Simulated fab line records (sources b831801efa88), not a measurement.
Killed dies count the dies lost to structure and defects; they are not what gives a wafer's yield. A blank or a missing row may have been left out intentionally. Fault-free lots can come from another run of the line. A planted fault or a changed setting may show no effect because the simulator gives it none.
Chamber matching -- flow gf180mcu -- GF_CONTACT_CVD_02 on pecvd-03 has 3 sister chambers
The step deposits SiO2 from TEOS, target thk 860 nm, time 95.992 s. 18 wafers are shown with their chamber, then 9 later ones without.

## WAFERS, EACH WITH ITS CHAMBER
wafer,chamber,heater_power_w (W)
L075.3,1,789
L075.4,1,626
L075.6,2,709
L084.1,1,715
L084.2,0,554
L084.4,2,547
L088.4,2,675
L088.5,1,579
L088.6,0,467
L090.1,0,582
L090.2,2,559
L090.5,1,596
L091.2,1,745
L091.5,0,473
L091.6,2,630
L093.1,1,696
L093.3,0,567
L093.4,0,592

SIGNATURES (means of the wafers above)
reading,chamber 0,chamber 1,chamber 2,scatter within a chamber
heater_power_w,539.17,678.00,624.00,69.7
Rule: for a wafer and a chamber, the distance is found by dividing, reading by reading, the gap between the wafer's reading and the chamber's mean by the reading's scatter, squaring, summing and taking the root. If the next closest chamber is less than 2 further off than the closest, the wafer can't be placed; otherwise it belongs to the closest. The scatter is the square root of a quotient: the sum, over the shown wafers, of each reading's squared deviation from its chamber's mean, divided by wafers minus chambers.

## WAFERS MISSING THEIR CHAMBER
wafer,heater_power_w (W)
L094.1,670
L094.3,505
L094.6,547
L096.1,499
L096.2,634
L096.3,556
L097.3,530
L097.4,586
L097.5,588

## THE CHAMBER EACH PASSED THROUGH
wafer,from the rows above,in truth
L094.1,can't be placed: 1 or 2 or 0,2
L094.3,can't be placed: 0 or 2 or 1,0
L094.6,can't be placed: 0 or 2 or 1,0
L096.1,can't be placed: 0 or 2 or 1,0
L096.2,can't be placed: 2 or 1 or 0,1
L096.3,can't be placed: 0 or 2 or 1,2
L097.3,can't be placed: 0 or 2 or 1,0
L097.4,can't be placed: 2 or 0 or 1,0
L097.5,can't be placed: 2 or 0 or 1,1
Placed correctly: 0 of 9. These rows do not allow placing 9 (true chamber among the candidates in 9). Wrongly placed: 0.
